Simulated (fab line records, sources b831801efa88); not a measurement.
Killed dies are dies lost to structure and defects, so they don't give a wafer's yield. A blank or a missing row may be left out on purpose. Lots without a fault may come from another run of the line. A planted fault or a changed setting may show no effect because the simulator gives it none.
fab line records | flow sky130
record lots=6 wafers=18 last_day=50
route steps=708 shown FIELD_ISO@6 PAD_OPEN@708
lots that met no fault: from a run of the same line without faults
start_h: hours from the record's first day to the start of the lot's first wafer shown | wait_h: hours since the lot's step before | " the same as in the row above | L1.1+2: a row that stands for several wafers | - no value, or no start given | * or withheld: withheld | < > ~ a bound
route shown NAME@n: a module of which the file shows steps, and the number in the route of the first | usual: mean/standard deviation of fault-free wafers | same: alike in all rows | chamber/n: place in a boat | sites: the reading at each site | _std_site: their standard deviation | _edge_site: outer sites' mean less inner sites' | radius_mm: how far each site lies from the wafer's centre | mask NAME#n: copy n | behind: the tool/chamber that last shaped the wafer | hold: why the lot was held/for how many hours/how that ended | device: the transistor (n, p or np) that didn't switch | end of line: the same wafers' tests at the end of the route | a step without rows: its recipe alone | killed: dies lost to structure and defects at the first sort, not the wafer's yield | map: a wafer's dies, x killed, . not, _ none there
set.NAME: the setting as run; set.NAME@STEP: as run at that earlier step | model.NAME: the simulator's own value behind a step, which no gauge read
lots at some steps of the route; a table a step, a row a wafer
services: from which hour (start_h, from the record's first day; less than 0 if before it) a tool's chamber was out of use, for how many hours, and why
## steps
# step SKY_FIELD_ISO_DEHYDRATE_05
# recipe temp_c=200 time_s=60
# step SKY_FIELD_ISO_HMDS_06
# recipe prime_time_s=60 prime_temp_c=120
# step SKY_FIELD_ISO_COAT_07
# recipe resist=BARC temp_c=withheld time_s=withheld spin_rpm=3000 resist_thk_nm=60
# step SKY_FIELD_ISO_COAT_08
# recipe resist=KrF-thick spin_rpm=3000 resist_thk_nm=450
# step SKY_FIELD_ISO_SOFTBAKE_09
# recipe temp_c=100 time_s=90 resist=KrF-thick
# step SKY_FIELD_ISO_EXPOSE_10
# recipe mask_id=FOM na=0.68 source_shape=annular sigma_inner=0.4 sigma_outer=0.8 target_cd_nm=150 dose_mj=28
# step SKY_FIELD_ISO_PEB_11
# recipe peb_temp_c=withheld peb_time_s=withheld resist=KrF-thick
# step SKY_FIELD_ISO_DEVELOP_12
# recipe develop_time_s=60 resist=KrF-thick dev_temp_c=21
# step SKY_FIELD_ISO_CD_MEAS_13
# recipe target_cd_nm=150
# usual cd_nm=150.1/1.5
# columns lot.wafer tool chamber start_h wait_h cd_nm
L829.1 cd_sem-02 - 35.57 - 149.4
L829.4 " - " " 150.7
L829.5 " - " " 149.5
L832.4 cd_sem-02 - 50.42 - 148.6
L832.5 " - " " 149.0
L832.6 " - " " 148.8
L835.1 cd_sem-02 - 64.91 - 149.8
L835.2 " - " " 150.0
L835.5 " - " " 149.9
L843.2 cd_sem-02 - 107.58 - 150.7
L843.4 " - " " 150.2
L843.6 " - " " 151.5
L850.1 cd_sem-02 - 145.80 - 149.0
L850.2 " - " " 149.2
L850.3 " - " " 149.3
L851.1 cd_sem-01 - 151.35 - 149.4
L851.5 " - " " 149.1
L851.6 " - " " 150.4
# step SKY_FIELD_ISO_ETCH_14
# recipe chemistry=N2/H2 target=BARC ion_energy_ev=200 source_w=500 bias_w=100 pressure_mtorr=30 n2_flow_sccm=100 h2_flow_sccm=200 stop_on=SiO2 time_s=45.9 target_depth_a=600
# usual drypump_motor_current_A=5.5/0.38 oes_product_au=0.854/0.0048 rf_fwd_power_W=494.3/1.8 throttle_valve_pct=13.225/0.0088
# columns lot.wafer tool chamber start_h wait_h drypump_motor_current_A oes_product_au rf_fwd_power_W rf_hours_counter_h throttle_valve_pct
L829.1 rie_diel-04 3 35.69 0.1 6.1 0.858 493.5 93 13.224
L829.4 " 0 " " 5.0 0.854 494.0 177 13.222
L829.5 " 1 " " 6.0 0.868 495.4 - 13.232
L832.4 rie_diel-02 0 50.48 0.0 5.1 0.853 493.0 60 13.222
L832.5 " 2 " " 5.2 0.856 496.4 - 13.234
L832.6 " 3 " " 5.8 0.848 493.6 - 13.218
L835.1 rie_diel-01 1 65.03 0.1 5.8 0.853 492.0 113 13.227
L835.2 " 3 " " 5.5 0.855 494.5 30 13.213
L835.5 " 0 " " 5.5 0.859 496.3 - 13.225
L843.2 rie_diel-01 3 107.68 0.1 5.5 0.853 491.9 31 13.226
L843.4 " 1 " " 5.8 0.857 494.1 114 13.225
L843.6 " 3 " " 5.5 0.854 494.0 - 13.238
L850.1 rie_diel-04 1 145.92 0.1 5.9 0.850 496.0 137 13.223
L850.2 " 3 " " 6.1 0.850 492.7 95 13.215
L850.3 " 2 " " 5.1 0.850 493.0 1 13.233
L851.1 rie_diel-04 3 151.47 0.1 6.1 0.854 491.8 95 13.217
L851.5 " 0 " " 5.1 0.853 495.3 - 13.219
L851.6 " 3 " " 6.1 0.856 492.6 - 13.223
# step SKY_FIELD_ISO_ETCH_15
# recipe chemistry=CHF3/O2 target_depth_nm=180 stop_on=Si source_w=600 bias_w=200 pressure_mtorr=40 chf3_flow_sccm=50 O2_flow_sccm=5 time_s=72
# usual drypump_motor_current_A=5.5/0.38 oes_product_au=0.947/0.007 rf_fwd_power_W=594.8/1.9 throttle_valve_pct=8.844/0.0095
# columns lot.wafer tool chamber start_h wait_h drypump_motor_current_A oes_product_au rf_fwd_power_W rf_hours_counter_h throttle_valve_pct
L829.1 rie_diel-04 3 35.73 0.0 6.1 0.933 595.0 93 8.849
L829.4 " 0 " " 5.0 0.944 595.9 177 8.837
L829.5 " 1 " " 5.9 0.948 593.5 - 8.848
L832.4 rie_diel-02 0 50.53 0.0 5.1 0.953 594.9 60 8.836
L832.5 " 2 " " 5.2 0.944 598.3 - 8.846
L832.6 " 3 " " 5.8 0.950 594.7 - 8.834
L835.1 rie_diel-01 1 65.08 0.0 5.8 0.953 594.1 113 8.835
L835.2 " 3 " " 5.5 0.946 593.2 30 8.821
L835.5 " 0 " " 5.4 0.949 597.4 - 8.862
L843.2 rie_diel-01 3 107.73 0.0 5.5 0.950 596.1 31 8.828
L843.4 " 1 " " 5.8 0.939 592.7 114 8.867
L843.6 " 3 " " 5.5 0.939 595.3 - 8.851
L850.1 rie_diel-04 1 145.96 0.0 6.0 0.951 596.1 137 8.854
L850.2 " 3 " " 6.1 0.945 591.7 95 8.841
L850.3 " 2 " " 5.0 0.941 594.9 1 8.853
L851.1 rie_diel-04 3 151.51 0.0 6.0 0.949 592.2 95 8.843
L851.5 " 0 " " 5.0 0.948 592.9 - 8.852
L851.6 " 3 " " 6.1 0.946 592.9 - 8.830
# step SKY_FIELD_ISO_STRIP_16
# recipe chemistry=O2/N2 power_w=1400 pressure_mtorr=1500 platen_temp_c=withheld o2_flow_sccm=3000 n2_flow_sccm=300 overash_fraction=0.5
# usual drypump_motor_current_A=5.9/0.37 oes_product_au=0.377/0.0048 strip_time_to_endpoint_s=3.54/0.038
# columns lot.wafer tool chamber start_h wait_h drypump_motor_current_A oes_product_au rf_hours_counter_h strip_time_to_endpoint_s
L829.1 plasma_asher-03 1 35.79 0.0 6.2 0.382 21 3.48
L829.4 " 0 " " 6.2 0.380 - 3.58
L829.5 " 0 " " 6.2 0.382 - 3.54
L832.4 plasma_asher-04 1 50.62 0.1 6.0 0.376 - 3.52
L832.5 " 1 " " 6.0 0.384 - 3.57
L832.6 " 0 " " 5.7 0.378 - 3.55
L835.1 plasma_asher-04 0 65.13 0.0 5.7 0.374 41 3.48
L835.2 " 1 " " 6.0 0.385 41 3.57
L835.5 " 1 " " 6.0 0.373 - 3.53
L843.2 plasma_asher-04 1 107.78 0.0 6.0 0.371 45 3.53
L843.4 " 0 " " 5.8 0.375 - 3.47
L843.6 " 0 " " 5.7 0.375 - 3.52
L850.1 plasma_asher-03 1 146.02 0.0 6.2 0.368 32 3.54
L850.2 " 0 " " 6.2 0.377 32 3.48
L850.3 " 0 " " 6.2 0.374 - 3.52
L851.1 plasma_asher-02 1 151.57 0.0 6.2 0.369 3 3.54
L851.5 " 0 " " 5.2 0.370 - 3.53
L851.6 " 1 " " 6.2 0.378 - 3.53
# step SKY_FIELD_ISO_ETCH_17
# recipe target_depth_a=3420 mask_material=Si3N4 chemistry=HBr/Cl2/O2 target=Si taper_deg=5 icp_w=600 bias_w=150 pressure_mtorr=15 HBr_flow_sccm=150 Cl2_flow_sccm=40 O2_flow_sccm=6 time_s=97.7
# usual drypump_motor_current_A=5.7/0.45 oes_product_au=1.003/0.0085 rf_fwd_power_W=596.0/1.9 throttle_valve_pct=25.654/0.0093
# columns lot.wafer tool chamber start_h wait_h drypump_motor_current_A oes_product_au rf_fwd_power_W rf_hours_counter_h throttle_valve_pct model.FIELD_ISO.feature_depth_nm model.etch.depth_nm
L829.1 rie_si-02 2 35.89 0.1 6.6 1.019 595.3 66 25.650 347.3 347.3
L829.4 " 0 " " 5.2 0.996 598.7 73 25.658 341.7 341.7
L829.5 " 1 " " 5.1 1.026 594.8 - 25.649 353.3 353.3
L832.4 rie_si-01 1 50.68 0.0 5.7 0.946 498.5 128 25.694 316.5 316.5
L832.5 " 1 " " 5.7 0.954 496.7 - 25.690 315.3 315.3
L832.6 " 0 " " 5.9 0.949 502.5 - 25.688 313.9 313.9
L835.1 rie_si-01 1 65.23 0.1 5.7 0.935 497.0 128 25.684 311.9 311.9
L835.2 " 3 " " 5.2 0.936 503.4 78 25.719 309.6 309.6
L835.5 " 2 " " 5.7 0.956 500.9 - 25.689 313.8 313.8
L843.2 rie_si-02 0 107.88 0.1 5.3 0.987 595.3 74 25.652 339.9 339.9
L843.4 " 2 " " 6.6 1.007 596.1 66 25.650 344.1 344.1
L843.6 " 0 " " 5.3 0.992 595.9 - 25.655 339.1 339.1
L850.1 rie_si-02 3 146.12 0.1 5.9 1.004 595.6 0 25.636 350.9 350.9
L850.2 " 0 " " 5.3 0.996 596.5 74 25.659 339.4 339.4
L850.3 " 1 " " 5.1 0.996 596.5 0 25.644 340.3 340.3
L851.1 rie_si-01 0 151.67 0.1 5.9 1.010 597.7 54 25.649 349.1 349.1
L851.5 " 3 " " 5.2 1.009 597.0 - 25.663 345.1 345.1
L851.6 " 2 " " 5.7 1.012 597.8 - 25.655 346.9 346.9
# step SKY_FIELD_ISO_WET_ETCH_18
# recipe chemistry=H3PO4 target_depth_nm=25 temp_c=160 target=Si3N4 time_s=286
# step SKY_PAD_OPEN_PROBE_99
# usual killed_at_M0_to_M3=44/6.4 killed_at_M4_up=3.0/1.8 killed_at_contacts=24/5 killed_at_front_end=16/4.3 killed_at_other=0.4/0.76 killed_dies=88/8.6 killed_on_rim=18/4 killed_open=47/7.2 killed_short=40/5.5
# same gross_dies=492 killed_at_back_side=0
# columns lot.wafer tool chamber start_h wait_h killed_at_M0_to_M3 killed_at_M4_up killed_at_contacts killed_at_front_end killed_at_other killed_dies killed_on_rim killed_open killed_short model.etest.res_p_drift_20v.line_ohm_um model.etest.res_p_drift_20v.rs_ohm_sq model.etest.pfet_16v.r_on_ohm_um model.etest.res_iso_pwell.rs_ohm_sq model.etest.res_iso_pwell.line_ohm_um model.etest.res_nwell.rs_ohm_sq model.etest.res_nwell.width_nm model.etest.pfet_16v.drive_ua_um
L829.1 prober-02 - 1077.92 0.1 37 6 15 20 3 81 14 40 39 1.271e+04 1.047e+04 1.526e+04 2873 1076 931.2 836.6 242.3
L829.4 prober-02 - 1078.07 0.2 33 2 27 12 0 74 13 38 36 1.214e+04 1.007e+04 1.506e+04 2754 1046 921.9 839 244.9
L829.5 prober-02 - 1078.12 0.2 53 2 26 20 1 102 22 56 45 1.317e+04 1.098e+04 1.553e+04 3007 1152 960 840.2 237.2
L832.4 prober-01 - 1098.26 0.2 41 2 21 14 1 79 12 46 33 1.019e+04 8339 1.452e+04 2674 1018 888 833.1 248.8
L832.5 prober-01 - 1098.31 0.2 41 3 24 12 0 80 15 41 39 9880 8282 1.429e+04 2640 989.3 882.1 828.8 250.8
L832.6 prober-01 - 1098.36 0.2 58 4 24 17 0 103 23 66 37 9999 8215 1.428e+04 2613 981.4 882.1 827.2 249.9
L835.1 prober-02 - 1119.43 0.1 44 7 20 16 1 88 17 41 46 9158 7771 1.389e+04 2584 966.6 855.6 824.5 261.8
L835.2 prober-02 - 1119.48 0.1 51 5 25 16 0 97 9 52 45 9095 7729 1.36e+04 2524 941.6 845.6 827.6 267.2
L835.5 prober-02 - 1119.63 0.2 33 3 19 23 1 79 17 42 37 9342 7805 1.39e+04 2588 964.2 855.4 828.2 258.9
L843.2 prober-02 - 1154.12 0.1 35 5 28 26 1 95 15 55 38 1.08e+04 9052 1.496e+04 3114 1195 900.9 852.4 247.2
L843.4 prober-02 - 1154.22 0.2 38 3 26 15 0 82 19 38 43 1.082e+04 9120 1.525e+04 3183 1217 906.3 848.9 244.2
L843.6 prober-02 - 1154.32 0.2 44 1 22 18 0 85 23 45 40 1.06e+04 8882 1.492e+04 3046 1152 889.9 845.4 249.1
L850.1 prober-01 - 1191.87 0.1 46 3 22 17 1 89 21 43 45 1.149e+04 9633 1.603e+04 3469 1317 1076 835.2 234.2
L850.2 prober-01 - 1191.92 0.1 44 6 22 9 0 81 16 40 41 1.103e+04 9022 1.54e+04 3174 1195 1024 830.7 241
L850.3 prober-01 - 1191.97 0.2 43 2 19 16 3 83 14 42 39 1.08e+04 9012 1.542e+04 3170 1191 1024 826.8 240.1
L851.1 prober-02 - 1195.44 0.1 45 7 23 23 0 98 21 50 48 1.198e+04 9976 1.517e+04 2860 1083 973 827.2 246.1
L851.5 prober-02 - 1195.64 0.2 48 5 27 14 0 94 22 46 48 1.175e+04 9832 1.5e+04 2822 1075 965.7 829.4 248.1
L851.6 prober-02 - 1195.69 0.2 43 3 29 16 0 91 17 52 39 1.178e+04 9864 1.492e+04 2816 1060 962.3 825.5 249.1
# killed by level:class
L829.1 VIA1:geometric_particle:open=8 CONTACT:geometric_particle:open=7 METAL2:geometric_particle:short=7 FIELD_ISO:geometric_particle:open=5 METAL1:geometric_particle:short=5 VIA3:geometric_particle:open=4 VIA2:geometric_particle:open=4 METAL4:geometric_particle:short=4
L829.4 CONTACT:geometric_particle:open=12 VIA1:geometric_particle:open=9 CONTACT:geometric_particle:short=7 FIELD_ISO:geometric_particle:short=5 METAL1:geometric_particle:short=5 VIA2:geometric_particle:open=5 LOCAL_INTERCONNECT:geometric_particle:short=4 VIA2:geometric_particle:short=4
L829.5 VIA2:geometric_particle:open=10 VIA3:geometric_particle:open=10 FIELD_ISO:geometric_particle:open=9 LI_CONTACT:geometric_particle:open=9 CONTACT:geometric_particle:open=6 VIA1:geometric_particle:open=6 METAL3:geometric_particle:short=5 POLY_GATE:geometric_particle:short=5
L832.4 VIA1:geometric_particle:open=13 VIA3:geometric_particle:open=8 LI_CONTACT:geometric_particle:open=5 VIA2:geometric_particle:open=5 CONTACT:geometric_particle:short=5 CONTACT:geometric_particle:open=5 VIA1:geometric_particle:short=5 FIELD_ISO:geometric_particle:open=4
L832.5 VIA1:geometric_particle:open=8 LOCAL_INTERCONNECT:geometric_particle:short=7 VIA3:geometric_particle:open=7 CONTACT:geometric_particle:open=5 FIELD_ISO:geometric_particle:open=4 FIELD_ISO:geometric_particle:short=4 LI_CONTACT:geometric_particle:open=4 CONTACT:geometric_particle:short=4
L832.6 VIA1:geometric_particle:open=17 VIA2:geometric_particle:open=9 CONTACT:geometric_particle:open=8 LI_CONTACT:geometric_particle:open=7 VIA3:geometric_particle:open=7 METAL2:geometric_particle:short=6 FIELD_ISO:geometric_particle:open=5 POLY_GATE:geometric_particle:open=5
L835.1 VIA2:geometric_particle:open=9 LI_CONTACT:geometric_particle:open=7 VIA1:geometric_particle:open=7 VIA1:geometric_particle:short=6 METAL4:geometric_particle:short=6 METAL1:geometric_particle:short=6 CONTACT:geometric_particle:open=6 FIELD_ISO:geometric_particle:short=5
L835.2 CONTACT:geometric_particle:open=12 VIA1:geometric_particle:open=8 VIA2:geometric_particle:open=8 METAL3:geometric_particle:short=7 METAL2:geometric_particle:short=7 VIA2:geometric_particle:short=7 LI_CONTACT:geometric_particle:open=6 VIA3:geometric_particle:open=4
L835.5 CONTACT:geometric_particle:open=11 POLY_GATE:geometric_particle:open=6 VIA3:geometric_particle:open=6 FIELD_ISO:geometric_particle:short=5 VIA1:geometric_particle:open=5 FIELD_ISO:geometric_particle:open=4 METAL3:geometric_particle:short=4 VIA3:geometric_particle:short=4
L843.2 CONTACT:geometric_particle:open=15 VIA1:geometric_particle:open=8 POLY_GATE:geometric_particle:short=7 VIA2:geometric_particle:open=7 LI_CONTACT:geometric_particle:open=6 VIA1:geometric_particle:short=6 FIELD_ISO:geometric_particle:short=5 METAL2:geometric_particle:short=5
L843.4 LI_CONTACT:geometric_particle:open=11 FIELD_ISO:geometric_particle:short=8 CONTACT:geometric_particle:open=7 VIA1:geometric_particle:open=7 METAL1:geometric_particle:short=6 VIA3:geometric_particle:open=5 CONTACT:geometric_particle:short=5 VIA2:geometric_particle:short=5
L843.6 CONTACT:geometric_particle:open=13 VIA2:geometric_particle:open=9 METAL1:geometric_particle:short=7 VIA1:geometric_particle:short=7 CONTACT:geometric_particle:short=6 VIA3:geometric_particle:open=6 FIELD_ISO:geometric_particle:short=5 POLY_GATE:geometric_particle:short=5
L850.1 VIA1:geometric_particle:open=10 LI_CONTACT:geometric_particle:open=9 VIA1:geometric_particle:short=8 VIA3:geometric_particle:open=7 METAL2:geometric_particle:short=6 LOCAL_INTERCONNECT:geometric_particle:short=5 METAL1:geometric_particle:short=5 VIA2:geometric_particle:open=5
L850.2 VIA1:geometric_particle:open=10 LI_CONTACT:geometric_particle:open=9 METAL2:geometric_particle:short=7 VIA3:geometric_particle:open=6 VIA1:geometric_particle:short=5 LOCAL_INTERCONNECT:geometric_particle:short=4 METAL4:geometric_particle:short=4 LI_CONTACT:geometric_particle:short=3
L850.3 VIA1:geometric_particle:open=11 CONTACT:geometric_particle:open=7 METAL2:geometric_particle:short=7 VIA2:geometric_particle:open=7 FIELD_ISO:geometric_particle:short=6 METAL1:geometric_particle:short=6 LI_CONTACT:geometric_particle:open=5 LOCAL_INTERCONNECT:geometric_particle:short=4
L851.1 VIA1:geometric_particle:open=12 METAL1:geometric_particle:short=9 LI_CONTACT:geometric_particle:open=7 CONTACT:geometric_particle:open=7 FIELD_ISO:geometric_particle:open=6 METAL4:geometric_particle:short=6 FIELD_ISO:geometric_particle:short=5 VIA3:geometric_particle:open=5
L851.5 LI_CONTACT:geometric_particle:open=10 VIA2:geometric_particle:short=9 METAL1:geometric_particle:short=7 VIA1:geometric_particle:open=7 FIELD_ISO:geometric_particle:open=6 LI_CONTACT:geometric_particle:short=6 METAL2:geometric_particle:short=6 CONTACT:geometric_particle:open=5
L851.6 VIA1:geometric_particle:open=12 CONTACT:geometric_particle:open=11 METAL1:geometric_particle:short=9 LI_CONTACT:geometric_particle:open=8 VIA2:geometric_particle:open=7 FIELD_ISO:geometric_particle:short=6 CONTACT:geometric_particle:short=5 POLY_GATE:geometric_particle:open=3
## services
# columns tool chamber start_h hours kind
rie_diel-01 0 14.86 8.8 repair
plasma_asher-03 - 25.70 0.7 repair
plasma_asher-02 - 30.60 10.9 repair
rie_diel-04 0 37.88 - clean
rie_diel-04 0 37.88 25.6 scheduled_down
rie_diel-04 0 37.88 25.6 vent_cycle
rie_diel-01 0 39.74 4.2 repair
rie_diel-01 2 53.60 14.8 repair
rie_diel-01 - 56.52 2.8 pm
plasma_asher-03 - 58.66 2.6 repair
rie_diel-04 2 63.51 - clean
rie_diel-04 2 63.51 26.2 scheduled_down
rie_diel-04 2 63.51 26.2 vent_cycle
rie_si-02 2 72.10 2.2 repair
rie_si-02 - 84.46 14.6 pm
plasma_asher-02 - 108.75 9.0 pm
plasma_asher-04 - 110.75 2.8 pm
plasma_asher-04 - 120.80 1.0 repair
plasma_asher-03 - 129.68 1.4 repair
rie_si-01 - 129.88 0.1 repair
rie_diel-01 - 136.45 0.3 repair
rie_si-01 - 140.73 0.6 repair
plasma_asher-03 - 149.88 24.6 repair
plasma_asher-04 - 149.92 4.0 repair
## key
first_sign step=SKY_FIELD_ISO_ETCH_17 reading=rf_fwd_power_W direction=down sigmas=51 usual=596.0 struck=499.8
effect step=SKY_FIELD_ISO_ETCH_17 reading=oes_product_au direction=down sigmas=6.7 usual=1.003 struck=0.946
model_effect step=SKY_FIELD_ISO_ETCH_17 value=FIELD_ISO.feature_depth_nm without=340.7 struck=313.5
model_effect step=SKY_PAD_OPEN_PROBE_99 value=etest.res_p_drift_20v.line_ohm_um without=1.094e+04 struck=9611
met_at SKY_FIELD_ISO_ETCH_17
struck_wafers L832.4,L832.5,L832.6,L835.1,L835.2,L835.5
tester_left_out L832,L835
fault kind=process_parameter_drift tool=rie_si-01 chamber=- onset_h=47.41 steps=SKY_FIELD_ISO_ETCH_17 channel=icp_w offset=-96 shape=step end_h=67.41 acts_in=these_recipes_only stated=600
# tester_left_out: of these lots the tester's yield and bins aren't shown, on N5 and GAA mostly nor the transistor test; their killed dies are dies lost to structure and defects alone, not to doping, threshold or leakage, so they don't give the yield
